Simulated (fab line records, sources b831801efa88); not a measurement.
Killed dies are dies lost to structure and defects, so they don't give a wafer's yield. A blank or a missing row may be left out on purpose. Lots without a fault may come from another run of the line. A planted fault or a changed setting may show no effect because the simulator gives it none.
Which tool did it? | flow sky130 | 6 lots, 18 wafers sampled, at 1 step of a route of 708

WHAT THE GAUGES READ, wafer by wafer
SKY_CONTACT_THK_MEAS_01.
lot  | measured     | on            | CONTACT_CVD_00_THK (nm)
L552 | day 30 14:13 | film_metro-04 | 74.0 73.2 75.6
L557 | day 32 03:52 | film_metro-04 | 75.7 75.2 76.0
L559 | day 32 23:20 | film_metro-03 | 75.8 73.0 75.7
L561 | day 33 17:18 | film_metro-04 | 73.7 74.7 75.8
L568 | day 35 13:26 | film_metro-03 | 73.2 73.6 74.3
L574 | day 37 02:40 | film_metro-04 | 74.3 75.3 75.7

WHICH TOOL RAN EACH LOT (tool, then ch and the chambers of the sampled wafers, then the start)
The record holds no process step before these readings.

THE ANSWER, worked out from the rows above alone
Rule: what is usual is taken from the lots themselves. Put in order of their means at a reading, lots are off if they are a third of the lots or fewer, leave a main group of 4 or more, and stand apart from it by a gap of 3 or more times the standard deviation of the main group's means; of several such gaps the widest counts. A main group whose means are all the same, to the digits that the tables above print for the reading, isn't used. A lot without any number at a reading at which 4 lots or more have one is off too. The other lots that the step has rows for count as sound.
No lot is off at any reading shown: from this, nothing can be told.

WHAT THE SIMULATOR HAD PUT IN
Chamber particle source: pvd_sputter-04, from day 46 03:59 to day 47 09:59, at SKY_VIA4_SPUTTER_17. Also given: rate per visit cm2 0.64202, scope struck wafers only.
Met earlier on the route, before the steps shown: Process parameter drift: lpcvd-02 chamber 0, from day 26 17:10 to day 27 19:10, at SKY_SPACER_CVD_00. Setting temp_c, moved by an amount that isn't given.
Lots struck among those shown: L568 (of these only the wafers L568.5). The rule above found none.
